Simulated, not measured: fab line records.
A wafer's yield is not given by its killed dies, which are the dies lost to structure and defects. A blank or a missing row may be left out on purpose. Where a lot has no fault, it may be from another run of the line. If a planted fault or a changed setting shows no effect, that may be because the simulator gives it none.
8D (eight disciplines) problem report, filled in by code / flow sky130 / the parts of the form that need people (team, actions taken, sign-off) are left out

## 1. PROBLEM STATEMENT
A mean of 3.52 s is read at SKY_POLY_GATE_STRIP_18 for strip time to endpoint s, taken on 1 wafer of 1 lot, against 3.16 s (standard deviation 0.051) on wafers free of any fault. Relative to the usual mean, that is a shift of +7.1 standard deviations.
The step: strips in O2/N2.
First seen on wafer L318.1, day 18 09:36, on plasma asher-04. Wafers with a number at this step in the record: 33, from 11 lots. By rule, "out" or "out of limits" means more than 4 standard deviations away from the usual mean. The other wafers with a number count as sound.

## 2. WHAT IT IS, WHAT IT ISN'T
question=which readings at this step | is=strip time to endpoint s | is not=drypump motor current A
question=which lots | is=L318 | is not=L314, L317, L326, L327, L329, L331, L333, L334, L335, L336
question=which wafers of those lots | is=L318.1 | is not=L318.4, L318.6
question=read on which tools | is=plasma asher-04 | is not=plasma asher-01, plasma asher-03
question=when | is=from day 18 09:36 | is not=up to then (8 sound wafers); but 24 sound wafers of L326, L327, L329, L331, L333, L334, L335, L336 came after

## 3. THE SUSPECTS, EACH WITH WHAT RULES IT OUT
Counting: if a tool at a process step up to the reading ran every lot that is out, it stays a suspect. Sound lots after the first of them don't rule it out here, since some wafers of a struck lot are sound.
- rie diel-02 at SKY_POLY_GATE_ETCH_16 (etches Si3N4 in CH3F/O2, stops on poly-Si, time 147.5 s, target depth 75 nm): kept. It processed L318, the lot that is out, at day 18 09:27, and its most recent sound lot before then was L314 at day 16 20:37.
- plasma asher-04 at SKY_POLY_GATE_STRIP_18 (strips in O2/N2): kept. It ran the lot that is out, L318 (day 18 09:36). On those wafers its own readings are out: strip time to endpoint s.
- Within rie diel-02 at SKY_POLY_GATE_ETCH_16: the wafers that are out ran in chamber 1; their sound lot-mates ran in chamber 2.
The count leaves plasma asher-04 at SKY_POLY_GATE_STRIP_18 and rie diel-02 at SKY_POLY_GATE_ETCH_16.

## 4. THE CAUSE (what the simulator had put in)
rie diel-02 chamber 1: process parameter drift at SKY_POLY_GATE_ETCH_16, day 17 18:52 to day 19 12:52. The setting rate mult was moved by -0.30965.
After counting, 2 suspects remain, this tool included.

## 5. THE EFFECT CHAIN, in route order
Each row: a reading where the mean over the struck wafers with a number is more than 3 standard deviations away from the usual. Only readings for which the record gives a usual standard deviation are gone through. hours: the time from each lot's start at the first step in this table that gives one to its start at this step, as a median over the lots. sigmas: the change in usual standard deviations.
hours=0; step=SKY_POLY_GATE_STRIP_18; reading=strip time to endpoint s; usual=3.16 s; on struck wafers=3.52; change=+0.36; sigmas=+7.1
Process steps it contains:
- SKY_POLY_GATE_STRIP_18: strips in O2/N2.
Later measuring or inspecting steps at which every struck wafer that the step has a row for has a number for every such reading, and none has moved that far: SKY_LDD_HVP_OVL_MEAS_07.

## 6. HOW IT WOULD HAVE BEEN CAUGHT EARLIER
15 hours passed between the start of the fault at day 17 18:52 and the first reading out of limits in this record, taken at day 18 09:36.
An alarm limit of 4 standard deviations would not have fired on the tool readings at SKY_POLY_GATE_ETCH_16 for which the record gives a usual standard deviation, since none of them was out on any struck wafer.
Lots out: 1; all had begun SKY_POLY_GATE_ETCH_16 on rie diel-02 by day 18 09:36. Holding the tool at that point would not have protected any of them.
